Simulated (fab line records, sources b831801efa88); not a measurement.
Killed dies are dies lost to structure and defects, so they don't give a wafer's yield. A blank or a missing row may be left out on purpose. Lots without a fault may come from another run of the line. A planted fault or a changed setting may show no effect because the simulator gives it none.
A struck lot beside a sound one | flow sky130 | 22 steps out of a route of 708
Sound: wafers L147.2, L147.4, L147.6. Struck: wafer L140.2. (L140.1, L140.3 of the same lot were not struck and are left out.) The cause comes at the end.
At each step with rows: each side's tool, then ch and its chambers, then its first start. Under that, the readings that differ: sound wafers | struck wafers | difference of the means | sigmas: that difference in standard deviations of wafers without a fault.
alike: readings whose means differ by less than 2 such deviations, and words and numbers that are the same on both sides. not compared: withheld readings, readings that some wafer has no value for, bounds like >300 that may hide the same value, and numbers for which the record gives no deviation and whose values overlap.
The two part at a step that has a row with sigmas, a row that says differs or no value, or rows on one side only. Numbers that don't overlap but have no deviation are shown without sigmas and don't part them. A reading that every wafer of one side lacks parts them only if that side has two wafers or more.

first, 2 steps without rows for these wafers: SKY_RES_PROTECT_DEVELOP_06 (develop time 60 s); SKY_POLY_GATE_IMPLANT_02.
SKY_RES_PROTECT_STRIP_07: strips in O2/N2.
  sound on plasma_asher-04 ch 0,1, day 20 10:52; struck on plasma_asher-02 ch 0, day 17 22:35
  alike: drypump_motor_current_A, oes_product_au, strip_time_to_endpoint_s
  not compared: rf_hours_counter_h
SKY_RES_PROTECT_TW_MEAS_08:
  sound on film_metro-02, day 20 10:58; struck on film_metro-04, day 17 22:41
  alike: POLY_GATE_TW
then, 2 steps without rows for these wafers: SKY_RES_PROTECT_CLEAN_09 (cleans in SC1/SC2, time 150 s); SKY_POLY_GATE_CVD_03 (deposits Si3N4 from DCS/NH3, target thk 75 nm, time 1290 s).
SKY_POLY_GATE_THK_MEAS_04:
  sound on film_metro-01, day 20 12:33; struck on film_metro-03, day 18 01:50
  alike: POLY_GATE_CVD_03_THK
then, 5 steps without rows for these wafers: SKY_POLY_GATE_DEHYDRATE_05 (time 60 s); SKY_POLY_GATE_HMDS_06 (prime time 60 s); SKY_POLY_GATE_COAT_07 (resist thk 110 nm); SKY_POLY_GATE_COAT_08 (resist thk 450 nm); SKY_POLY_GATE_SOFTBAKE_09 (time 90 s).
SKY_POLY_GATE_EXPOSE_10: exposes mask P1M, target cd 150 nm.
  sound on krf_scanner-01 ch 0, day 21 04:24; struck on krf_scanner-01 ch 0, day 18 17:16
  alike: mask
then, 2 steps without rows for these wafers: SKY_POLY_GATE_PEB_11; SKY_POLY_GATE_DEVELOP_12 (develop time 60 s).
SKY_POLY_GATE_CD_MEAS_13: target cd 150 nm.
  sound on cd_sem-02, day 21 18:59; struck on cd_sem-01, day 19 08:01
  reading    | sound             | struck | difference | sigmas
  cd_nm (nm) | 149.6 151.8 152.0 | 108.2  | -42.9      | -33
SKY_POLY_GATE_OVL_MEAS_14:
  sound on overlay-02, day 21 19:05; struck on overlay-01, day 19 08:08
  alike: POLY_GATE_OVL
SKY_POLY_GATE_ETCH_15: etches BARC in N2/H2, stops on SiO2, time 118.5 s, target depth 110 nm.
  sound on rie_diel-02 ch 0,2,3, day 21 19:07; struck on rie_diel-02 ch 3, day 19 08:11
  reading                    | sound             | struck | difference | sigmas
  model.POLY_GATE.cd_nm (nm) | 147.8 150.1 151.4 | 108.5  | -41.3      |
  alike: drypump_motor_current_A, oes_product_au, throttle_valve_pct
  not compared: rf_hours_counter_h
SKY_POLY_GATE_ETCH_16: etches Si3N4 in CH3F/O2, stops on poly-Si, time 147.5 s, target depth 75 nm.
  sound on rie_diel-02 ch 0,2,3, day 21 19:12; struck on rie_diel-02 ch 3, day 19 08:16
  alike: drypump_motor_current_A, oes_product_au, throttle_valve_pct
  not compared: rf_hours_counter_h
SKY_POLY_GATE_ETCH_17: etches poly-Si in HBr/Cl2, stops on SiO2, target depth 180 nm, time 70.5 s.
  sound on rie_si-01 ch 0,1,2, day 21 19:18; struck on rie_si-01 ch 0, day 19 08:22
  reading                    | sound             | struck | difference | sigmas
  model.POLY_GATE.cd_nm (nm) | 147.8 150.5 152.2 | 107.8  | -42.4      |
  alike: drypump_motor_current_A, oes_product_au, throttle_valve_pct
  not compared: rf_hours_counter_h
SKY_POLY_GATE_STRIP_18: strips in O2/N2.
  sound on plasma_asher-04 ch 0,1, day 21 19:22; struck on plasma_asher-04 ch 1, day 19 08:25
  alike: drypump_motor_current_A, oes_product_au, strip_time_to_endpoint_s
  not compared: rf_hours_counter_h
-- the record jumps here: 29 days lie between the struck wafers' starts before and after (it left off in module POLY_GATE and takes up again in module PAD_OPEN, whose first step shown is number 708 of the route) --
SKY_PAD_OPEN_PROBE_99:
  sound on prober-02, day 49 11:52; struck on prober-02, day 47 23:56
  reading             | sound     | struck | difference | sigmas
  killed_at_front_end | 24 18 22  | 410    | +389       | +81
  killed_dies         | 94 83 105 | 492    | +398       | +41
  killed_on_rim       | 22 15 16  | 96     | +78        | +19
  alike: killed_at_M0_to_M3, killed_at_M4_up, killed_at_contacts, killed_at_other, killed_open, killed_short

WHERE THEY PART
First at SKY_POLY_GATE_CD_MEAS_13; last, within this record, at SKY_PAD_OPEN_PROBE_99.

WHY: what the simulator had put in
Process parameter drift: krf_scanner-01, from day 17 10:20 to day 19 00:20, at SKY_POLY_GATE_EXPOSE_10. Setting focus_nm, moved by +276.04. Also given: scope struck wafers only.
